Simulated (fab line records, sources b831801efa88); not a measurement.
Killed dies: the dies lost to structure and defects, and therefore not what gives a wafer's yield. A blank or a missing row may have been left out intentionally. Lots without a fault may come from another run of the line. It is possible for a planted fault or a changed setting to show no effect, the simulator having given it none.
What tool caused it? | flow sky130 | Sampling: 11 lots, 33 wafers, 6 of 708 route steps

## WHAT THE GAUGES READ, wafer by wafer
SKY_FIELD_ISO_THK_MEAS_25. Usual: for FIELD_ISO_CVD_24_THK the level is 596 nm and the standard deviation is 6.3.
lot  | measured    | on            | FIELD_ISO_CVD_24_THK (nm) | flag
L318 | day 2 05:36 | film metro-04 | 597 587 593               |
L321 | day 2 22:16 | film metro-01 | 592 589 583               |
L322 | day 3 05:00 | film metro-04 | 601 602 601               |
L329 | day 4 18:32 | film metro-02 | 586 591 593               |
L330 | day 5 03:12 | film metro-01 | 611 606 614               |
L332 | day 5 10:02 | film metro-02 | 594 597 602               |
L333 | day 5 14:14 | film metro-01 | 593 604 592               |
L334 | day 5 19:43 | film metro-01 | 593 600 593               |
L336 | day 6 07:56 | film metro-02 | 591 593 588               |
L337 | day 6 12:20 | film metro-01 | 599 604 598               |
L340 | day 7 02:07 | film metro-04 | 588 591 582               |

SKY_VT_ADJUST_LVTN_OVL_MEAS_07. Usual: for VT_ADJUST_LVTN_OVL the level is -0.5 nm and the standard deviation is 1.2.
lot  | measured     | on         | VT_ADJUST_LVTN_OVL (nm) | flag
L318 | day 6 19:30  | overlay-01 | -0.5 -0.4 -0.1          |
L321 | day 7 16:20  | overlay-02 | - - -                   | OFF
L322 | day 8 01:32  | overlay-01 | -1.9 -2.4 -2.8          |
L329 | day 10 07:09 | overlay-01 | -0.6 -1.1 -1.5          |
L330 | day 10 15:50 | overlay-02 | 0.1 0.7 -0.9            |
L332 | day 10 21:47 | overlay-01 | -0.9 0.1 -0.6           |
L333 | day 11 02:05 | overlay-01 | 0.5 -0.6 -1.1           |
L334 | day 11 09:21 | overlay-02 | -0.2 -0.3 -1.0          |
L336 | day 12 00:05 | overlay-02 | -0.7 0.2 -1.8           |
L337 | day 12 06:41 | overlay-01 | -0.7 0.6 0.0            |
L340 | day 13 04:17 | overlay-02 | -1.1 -1.8 -1.7          |

SKY_VT_ADJUST_LVTN_TW_MEAS_10. Usual: for VT_ADJUST_LVTN_TW the level is 241.6 and the standard deviation is 1.5.
lot  | measured     | on            | VT_ADJUST_LVTN_TW | flag
L318 | day 6 19:47  | film metro-01 | 242.3 240.7 241.5 |
L321 | day 7 16:37  | film metro-01 | 30.1 30.2 30.0    | OFF
L322 | day 8 01:49  | film metro-04 | 241.5 242.4 241.9 |
L329 | day 10 07:27 | film metro-01 | 242.5 241.8 243.1 |
L330 | day 10 16:08 | film metro-04 | 241.6 240.1 241.8 |
L332 | day 10 22:04 | film metro-04 | 242.9 241.4 240.5 |
L333 | day 11 02:23 | film metro-04 | 243.6 241.7 241.8 |
L334 | day 11 09:39 | film metro-04 | 244.1 243.0 242.8 |
L336 | day 12 00:22 | film metro-04 | 244.3 242.8 243.7 |
L337 | day 12 06:58 | film metro-01 | 242.9 240.6 241.0 |
L340 | day 13 04:34 | film metro-01 | 241.1 242.3 242.0 |

## TOOL THAT RAN EACH LOT (tool first, then ch and the chambers of the sampled wafers, then the start)
lot  | SKY_FIELD_ISO_ETCH_15             | SKY_DNWELL_STRIP_08                 | SKY_VT_ADJUST_LVTN_EXPOSE_04
L318 | rie diel-04 ch 1,2, day 2 03:39   | plasma asher-02 ch 0,1, day 3 02:20 | iline stepper-02 ch 0, day 6 10:02
L321 | rie diel-01 ch 0,1,2, day 2 20:26 | plasma asher-02 ch 0,1, day 3 18:41 | iline stepper-02 ch 0, day 7 07:07
L322 | rie diel-03 ch 0,1,3, day 3 02:11 | plasma asher-03 ch 0,1, day 4 03:17 | iline stepper-02 ch 0, day 7 15:16
L329 | rie diel-03 ch 0,1,2, day 4 13:44 | plasma asher-03 ch 0,1, day 5 23:46 | iline stepper-02 ch 0, day 9 20:26
L330 | rie diel-03 ch 1,2, day 4 20:03   | plasma asher-02 ch 0,1, day 6 05:38 | iline stepper-02 ch 0, day 10 04:29
L332 | rie diel-03 ch 0,1,3, day 5 05:08 | plasma asher-01 ch 0,1, day 6 10:23 | iline stepper-01 ch 0, day 10 09:07
L333 | rie diel-01 ch 2,3, day 5 12:24   | plasma asher-02 ch 0,1, day 6 14:14 | iline stepper-01 ch 0, day 10 14:20
L334 | rie diel-04 ch 0,1, day 5 17:42   | plasma asher-02 ch 0,1, day 6 19:52 | iline stepper-02 ch 0, day 10 22:19
L336 | rie diel-04 ch 0,2,3, day 6 05:15 | plasma asher-03 ch 0,1, day 7 08:35 | iline stepper-02 ch 0, day 11 11:40
L337 | rie diel-03 ch 0,1,3, day 6 10:02 | plasma asher-03 ch 0, day 7 12:59   | iline stepper-02 ch 0, day 11 18:47
L340 | rie diel-01 ch 0,1,3, day 6 23:02 | plasma asher-03 ch 0,1, day 8 06:50 | iline stepper-01 ch 0, day 12 15:23
- SKY_FIELD_ISO_ETCH_15: etches the open film in CHF3/O2, stops on Si, target depth 180 nm, time 72 s.
- SKY_DNWELL_STRIP_08: strips in O2/N2.
- SKY_VT_ADJUST_LVTN_EXPOSE_04: exposes mask NWM COMPLEMENT LESS NATIVE, target cd 840 nm.

## WHAT THE TOOLS THEMSELVES READ (means of the sampled wafers that have a number; where no wafer has one, the mark that the record gives instead)
SKY_FIELD_ISO_ETCH_15. Usual: drypump motor current A 5.5 A, standard deviation 0.38; oes product au 0.942 a.u., standard deviation 0.0075; throttle valve pct 8.844 %, standard deviation 0.0089.
lot  | tool        | drypump motor current A (A) | oes product au (a.u.) | throttle valve pct (%) | flag
L318 | rie diel-04 | 5.5                         | 0.936                 | 8.845                  |
L321 | rie diel-01 | 5.8                         | 0.947                 | 8.848                  |
L322 | rie diel-03 | 5.6                         | 0.943                 | 8.842                  |
L329 | rie diel-03 | 5.5                         | 0.952                 | 8.845                  |
L330 | rie diel-03 | 5.3                         | 0.938                 | 8.839                  |
L332 | rie diel-03 | 5.6                         | 0.944                 | 8.843                  |
L333 | rie diel-01 | 6.0                         | 0.945                 | 8.839                  |
L334 | rie diel-04 | 5.5                         | 0.944                 | 8.854                  |
L336 | rie diel-04 | 5.1                         | 0.941                 | 8.842                  |
L337 | rie diel-03 | 5.6                         | 0.944                 | 8.841                  |
L340 | rie diel-01 | 5.5                         | 0.953                 | 8.847                  |

SKY_DNWELL_STRIP_08. Usual: drypump motor current A 5.7 A, standard deviation 0.46; oes product au 0.722 a.u., standard deviation 0.0047; strip time to endpoint s 36.96 s, standard deviation 0.11.
lot  | tool            | drypump motor current A (A) | oes product au (a.u.) | strip time to endpoint s (s) | flag
L318 | plasma asher-02 | 5.2                         | 0.721                 | 36.96                        |
L321 | plasma asher-02 | 5.2                         | 0.720                 | 36.90                        |
L322 | plasma asher-03 | 6.0                         | 0.720                 | 36.82                        |
L329 | plasma asher-03 | 6.2                         | 0.721                 | 36.84                        |
L330 | plasma asher-02 | 5.2                         | 0.720                 | 36.93                        |
L332 | plasma asher-01 | 5.7                         | 0.721                 | 36.96                        |
L333 | plasma asher-02 | 5.1                         | 0.718                 | 37.06                        |
L334 | plasma asher-02 | 5.1                         | 0.723                 | 36.87                        |
L336 | plasma asher-03 | 6.2                         | 0.719                 | 36.90                        |
L337 | plasma asher-03 | 6.3                         | 0.724                 | 36.88                        |
L340 | plasma asher-03 | 6.0                         | 0.726                 | 36.96                        |

## THE ANSWER, worked out from the rows above alone
Rule: a lot counts as off when the mean over its wafers that have a number is more than 3 standard deviations away from the usual mean. A lot without any number at a reading at which 4 lots or more have one is off too. Where the step has rows for the other lots, those lots are counted as sound. The gauges are gone through in route order, then the tools' own readings, and for those a lot's mean is taken as printed above. At the first step where some lot is off, the reading lying furthest off is the one used; lots without a number count as furthest.
Off: L321, seen at SKY_VT_ADJUST_LVTN_OVL_MEAS_07 (VT_ADJUST_LVTN_OVL). Without a number there: L321.
A tool fits if, at a process step before that reading, it ran every lot that is off, and no sound lot after the first of them. The gauges at SKY_VT_ADJUST_LVTN_OVL_MEAS_07 aren't tried: what is off there is off at SKY_VT_ADJUST_LVTN_TW_MEAS_10 too, on other tools, and a gauge's error can't cause that. None of those tried fits.

## WHAT THE SIMULATOR HAD INSERTED
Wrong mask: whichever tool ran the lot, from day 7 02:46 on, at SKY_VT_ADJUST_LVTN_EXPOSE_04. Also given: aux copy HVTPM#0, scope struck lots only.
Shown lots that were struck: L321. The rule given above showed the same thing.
